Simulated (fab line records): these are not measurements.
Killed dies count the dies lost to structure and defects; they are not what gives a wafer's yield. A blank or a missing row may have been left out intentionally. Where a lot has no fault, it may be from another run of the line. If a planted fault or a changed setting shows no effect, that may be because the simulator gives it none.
What tool caused it? | flow gf180mcu | Sampling: 11 lots, 33 wafers, 4 of 602 route steps

== WHAT THE GAUGES READ, wafer by wafer ==
GF_V5_RS_MEAS_24: measurement is done with a four-point probe.
lot  | measured     | on            | V5_W_RS (ohm/sq)
L131 | day 27 00:37 | film-metro-03 | 0.327 0.325 0.326
L132 | day 27 08:13 | film-metro-01 | 0.326 0.326 0.331
L133 | day 27 17:19 | film-metro-03 | 0.323 0.328 0.329
L136 | day 28 16:42 | film-metro-03 | 0.337 0.336 0.331
L138 | day 29 09:22 | film-metro-03 | 0.332 0.333 0.333
L141 | day 30 12:11 | film-metro-01 | 0.337 0.331 0.331
L142 | day 30 17:04 | film-metro-03 | 0.323 0.330 0.326
L144 | day 31 07:53 | film-metro-03 | 0.331 0.570 0.331
L152 | day 33 07:33 | film-metro-01 | 0.328 0.327 0.325
L153 | day 33 13:14 | film-metro-01 | 0.323 0.319 0.320
L154 | day 33 15:50 | film-metro-03 | 0.320 0.322 0.319

GF_V5_THK_MEAS_25: measures by xrf.
lot  | measured     | on            | V5_W_THK (nm)
L131 | day 27 00:44 | film-metro-03 | 360 362 362
L132 | day 27 08:19 | film-metro-01 | 355 359 349
L133 | day 27 17:25 | film-metro-03 | 365 358 356
L136 | day 28 16:49 | film-metro-03 | 344 347 353
L138 | day 29 09:28 | film-metro-03 | 356 353 354
L141 | day 30 12:19 | film-metro-01 | 344 350 351
L142 | day 30 17:11 | film-metro-03 | 364 358 361
L144 | day 31 08:00 | film-metro-03 | 352 204 350
L152 | day 33 07:40 | film-metro-01 | 356 358 360
L153 | day 33 13:20 | film-metro-01 | 360 364 365
L154 | day 33 15:58 | film-metro-03 | 367 363 369

== WHICH TOOL RAN EACH LOT (tool, then ch and the chambers of the sampled wafers, then the start) ==
lot  | GF_V5_ETCH_17                                 | GF_V5_CVD_23
L131 | rie-diel-04 ch 0,1,3, day 27 00:29 or earlier | cvd-w-02 ch 0,1, day 27 00:29
L132 | rie-diel-04 ch 0,1,3, day 27 08:05 or earlier | cvd-w-01 ch 0,1, day 27 08:05
L133 | rie-diel-01 ch 1,2, day 27 17:07 or earlier   | cvd-w-02 ch 0,1, day 27 17:07
L136 | rie-diel-03 ch 1,2, day 28 16:34 or earlier   | cvd-w-01 ch 0,1, day 28 16:34
L138 | rie-diel-04 ch 1,3, day 29 09:15 or earlier   | cvd-w-01 ch 0,1, day 29 09:15
L141 | rie-diel-03 ch 1,2,3, day 30 12:05 or earlier | cvd-w-01 ch 0,1, day 30 12:05
L142 | rie-diel-03 ch 2,3, day 30 16:56 or earlier   | cvd-w-02 ch 0,1, day 30 16:56
L144 | rie-diel-01 ch 1,2,3, day 31 07:45 or earlier | cvd-w-01 ch 0,1, day 31 07:45
L152 | rie-diel-01 ch 0,2,3, day 33 07:25 or earlier | cvd-w-02 ch 1, day 33 07:25
L153 | rie-diel-01 ch 0,1,3, day 33 13:01 or earlier | cvd-w-02 ch 1, day 33 13:01
L154 | rie-diel-01 ch 0,1,3, day 33 15:37 or earlier | cvd-w-02 ch 1, day 33 15:37
- GF_V5_ETCH_17: etches SiO2 in C4F8/O2/Ar, stops on TiN, target depth 855 nm.
- GF_V5_CVD_23: deposits W, target thk 350 nm, time 104.9 s.

== WHAT THE TOOLS THEMSELVES READ (means of the sampled wafers that have a number; where no wafer has one, the mark that the record gives instead) ==
GF_V5_ETCH_17.
lot  | tool        | oes-product-au (a.u.)
L131 | rie-diel-04 | 0.857
L132 | rie-diel-04 | 0.861
L133 | rie-diel-01 | 0.858
L136 | rie-diel-03 | 0.856
L138 | rie-diel-04 | 0.855
L141 | rie-diel-03 | 0.859
L142 | rie-diel-03 | 0.858
L144 | rie-diel-01 | 0.860
L152 | rie-diel-01 | 0.860
L153 | rie-diel-01 | 0.859
L154 | rie-diel-01 | 0.859

GF_V5_CVD_23.
lot  | tool     | heater-power-outer-w (W) | heater-power-w (W)
L131 | cvd-w-02 | 533                      | 839
L132 | cvd-w-01 | 526                      | 815
L133 | cvd-w-02 | 493                      | 781
L136 | cvd-w-01 | 522                      | 820
L138 | cvd-w-01 | 519                      | 820
L141 | cvd-w-01 | 520                      | 818
L142 | cvd-w-02 | 491                      | 803
L144 | cvd-w-01 | 518                      | 823
L152 | cvd-w-02 | 452                      | 740
L153 | cvd-w-02 | 456                      | 741
L154 | cvd-w-02 | 458                      | 728

== THE ANSWER, worked out from the rows above alone ==
Rule: usual is defined by the lots themselves. The widest of any qualifying gaps counts: lots, ordered by their means at a reading, are off when they make up no more than a third of the lots, leave a main group of 4 or more, and stand apart from it by 3 or more times the standard deviation of that group's means. If all means in a main group match to the digits the tables above print for the reading, that group is not used. Also off: a lot with no number at a reading for which 4 or more lots have one. Any other lot the step has rows for is counted as sound. Order of review: gauges by route order, followed by the tools' own readings, for which a lot's mean as printed above is used. At the first step where some lot is off, the reading lying furthest off is the one used; lots without a number count as furthest.
Off: at GF_V5_RS_MEAS_24 (V5_W_RS), L144. For the main group the mean is 0.327 ohm/sq and the standard deviation 0.0046.
A tool fits if, at a process step before that reading, it ran every lot that is off, and no sound lot after the first of them. Those tools and the gauges at GF_V5_RS_MEAS_24 are tried in the same way. Because GF_V5_ETCH_17 lacks a start for some lots, the hours and order of its lots are taken from GF_V5_CVD_23. One candidate fits, namely cvd-w-01 at GF_V5_CVD_23. A fault onset in the window from L141 (day 30 12:05, its last sound lot) to L144 (day 31 07:45, its first lot off) fits.

== WHAT THE SIMULATOR PUT IN ==
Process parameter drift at GF_V5_CVD_23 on cvd-w-01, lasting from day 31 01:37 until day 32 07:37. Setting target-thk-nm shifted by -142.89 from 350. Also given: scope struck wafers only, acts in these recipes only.
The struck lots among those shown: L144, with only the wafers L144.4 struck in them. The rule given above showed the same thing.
